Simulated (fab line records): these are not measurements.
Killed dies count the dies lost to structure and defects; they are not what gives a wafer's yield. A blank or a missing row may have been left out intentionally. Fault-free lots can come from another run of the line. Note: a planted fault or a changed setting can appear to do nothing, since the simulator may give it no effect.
Which tool did it?	flow gf180mcu	30 wafers from 10 lots sampled at 6 of the route's 602 steps

## WHAT THE GAUGES SHOWED, per wafer
GF_V5_CD_MEAS_14: the cd target is 260 nm.
lot	measured	on	cd nm (nm)
L522	day 26 23:33	cd sem-02	260.1 259.2 259.8
L524	day 27 12:56	cd sem-02	261.2 261.7 262.0
L527	day 29 04:29	cd sem-01	258.2 258.3 260.0
L528	day 29 14:13	cd sem-01	259.5 260.4 260.6
L534	day 31 01:48	cd sem-01	258.7 259.6 259.3
L536	day 31 08:14	cd sem-02	260.1 262.2 260.1
L539	day 32 02:44	cd sem-02	260.1 260.5 261.3
L540	day 32 10:42	cd sem-01	259.4 259.5 260.2
L542	day 32 22:25	cd sem-01	263.1 262.8 261.9
L544	day 33 06:55	cd sem-01	260.1 261.6 260.6

GF_V5_RS_MEAS_24: uses a four-point probe to measure.
lot	measured	on	V5_W_RS (ohm/sq)
L522	day 27 00:38	film metro-02	0.327 0.327 0.331
L524	day 27 13:59	film metro-02	0.334 0.333 0.328
L527	day 29 05:38	film metro-03	0.327 0.325 0.319
L528	day 29 15:22	film metro-02	0.330 0.328 0.329
L534	day 31 02:52	film metro-04	0.322 0.322 0.325
L536	day 31 09:19	film metro-02	0.332 0.212 0.322
L539	day 32 03:48	film metro-03	0.323 0.322 0.319
L540	day 32 11:46	film metro-04	0.330 0.330 0.329
L542	day 32 23:28	film metro-02	0.324 0.322 0.324
L544	day 33 07:59	film metro-02	0.326 0.326 0.325

GF_V5_THK_MEAS_25: measures by xrf.
lot	measured	on	V5_W_THK (nm)
L522	day 27 00:44	film metro-02	341 338 336
L524	day 27 14:05	film metro-02	330 333 338
L527	day 29 05:44	film metro-03	344 345 354
L528	day 29 15:29	film metro-02	336 340 336
L534	day 31 02:59	film metro-04	352 354 350
L536	day 31 09:26	film metro-02	337 525 348
L539	day 32 03:55	film metro-03	350 348 351
L540	day 32 11:53	film metro-04	345 345 347
L542	day 32 23:35	film metro-02	344 343 343
L544	day 33 08:06	film metro-02	340 339 340

## TOOL THAT RAN EACH LOT (tool first, then ch and the chambers of the sampled wafers, then the start)
lot	GF_MIM_STRIP_20	GF_M5_STRIP_11	GF_V5_CVD_23
L522	plasma asher-01 ch 0,1, day 25 03:24	plasma asher-04 ch 0,1, day 26 01:22	cvd w-01 ch 0,1, day 27 00:30
L524	plasma asher-02 ch 0,1, day 25 17:56	plasma asher-02 ch 0,1, day 26 15:41	cvd w-02 ch 0,1, day 27 13:52
L527	plasma asher-03 ch 0,1, day 27 11:22	plasma asher-04 ch 0,1, day 28 08:08	cvd w-01 ch 0,1, day 29 05:30
L528	plasma asher-02 ch 0,1, day 27 22:59	plasma asher-04 ch 0,1, day 28 18:59	cvd w-02 ch 0,1, day 29 15:15
L534	plasma asher-03 ch 0, day 29 11:14	plasma asher-04 ch 0,1, day 30 06:18	cvd w-01 ch 0,1, day 31 02:45
L536	plasma asher-02 ch 0,1, day 29 18:13	plasma asher-04 ch 0,1, day 30 13:14	cvd w-02 ch 0,1, day 31 09:12
L539	plasma asher-03 ch 0,1, day 30 13:19	plasma asher-02 ch 0,1, day 31 08:11	cvd w-01 ch 0,1, day 32 03:41
L540	plasma asher-03 ch 0,1, day 30 22:18	plasma asher-01 ch 0,1, day 31 16:51	cvd w-01 ch 0,1, day 32 11:39
L542	plasma asher-03 ch 0,1, day 31 09:55	plasma asher-04 ch 0,1, day 32 04:02	cvd w-01 ch 0,1, day 32 23:20
L544	plasma asher-01 ch 0,1, day 31 20:28	plasma asher-04 ch 1, day 32 13:50	cvd w-01 ch 0,1, day 33 07:52
- GF_MIM_STRIP_20: strips in O2/N2.
- GF_M5_STRIP_11: strips in O2/N2.
- GF_V5_CVD_23: deposits W, target thk 350 nm, time 104.9 s.

## AS READ BY THE TOOLS THEMSELVES (means over the sampled wafers that have a number; for cases with no such wafer, the mark the record gives instead)
GF_MIM_STRIP_20.
lot	tool	drypump motor current A (A)	heater power w (W)	oes product au (a.u.)	strip time to endpoint s (s)
L522	plasma asher-01	5.9	344	0.695	11.26
L524	plasma asher-02	5.9	344	0.692	11.23
L527	plasma asher-03	5.8	332	0.693	11.22
L528	plasma asher-02	6.3	356	0.688	11.18
L534	plasma asher-03	5.9	349	0.689	11.23
L536	plasma asher-02	6.3	362	0.689	11.21
L539	plasma asher-03	5.9	336	0.693	11.27
L540	plasma asher-03	5.9	344	0.693	11.25
L542	plasma asher-03	5.8	332	0.690	11.23
L544	plasma asher-01	5.9	342	0.690	11.24

GF_M5_STRIP_11.
lot	tool	drypump motor current A (A)	heater power w (W)	oes product au (a.u.)	strip time to endpoint s (s)
L522	plasma asher-04	5.2	302	0.545	7.51
L524	plasma asher-02	6.3	355	0.542	7.50
L527	plasma asher-04	5.3	307	0.542	7.49
L528	plasma asher-04	5.2	303	0.543	7.56
L534	plasma asher-04	5.2	307	0.542	7.52
L536	plasma asher-04	5.2	304	0.540	7.52
L539	plasma asher-02	5.9	349	0.545	7.52
L540	plasma asher-01	5.8	325	0.546	7.57
L542	plasma asher-04	5.2	298	0.546	7.61
L544	plasma asher-04	5.2	299	0.547	7.59

GF_V5_CVD_23.
lot	tool	heater power outer w (W)	heater power w (W)
L522	cvd w-01	591	918
L524	cvd w-02	510	817
L527	cvd w-01	524	851
L528	cvd w-02	474	770
L534	cvd w-01	539	844
L536	cvd w-02	459	760
L539	cvd w-01	538	832
L540	cvd w-01	537	843
L542	cvd w-01	544	846
L544	cvd w-01	609	917

## THE ANSWER, worked out from the rows above alone
Rule: the usual values come from the lots themselves. Put in order of their means at a reading, lots are off if they are a third of the lots or fewer, leave a main group of 4 or more, and stand apart from it by a gap of 3 or more times the standard deviation of the main group's means; of several such gaps the widest counts. A main group is skipped when, at the precision printed for the reading in the tables above, its means are all equal. A lot without any number at a reading at which 4 lots or more have one is off too. Any other lot the step has rows for is counted as sound. The gauges are gone through in route order, then the tools' own readings, and for those a lot's mean is taken as printed above. At the first step where some lot is off, the reading lying furthest off is the one used; lots without a number count as furthest.
Off: at GF_V5_RS_MEAS_24 (V5_W_RS), L536. For the main group the mean is 0.326 ohm/sq and the standard deviation 0.0034.
A tool fits if, at a process step before that reading, it ran every lot that is off, and no sound lot after the first of them. Not tried: the gauges at GF_V5_RS_MEAS_24; whatever is off there is also off at GF_MIM_STRIP_20, on other tools, and gauge error can't account for it. Undecided on this evidence; 2 tools fit (plasma asher-02 at GF_MIM_STRIP_20, cvd w-02 at GF_V5_CVD_23).

## WHAT WAS PUT IN BY THE SIMULATOR
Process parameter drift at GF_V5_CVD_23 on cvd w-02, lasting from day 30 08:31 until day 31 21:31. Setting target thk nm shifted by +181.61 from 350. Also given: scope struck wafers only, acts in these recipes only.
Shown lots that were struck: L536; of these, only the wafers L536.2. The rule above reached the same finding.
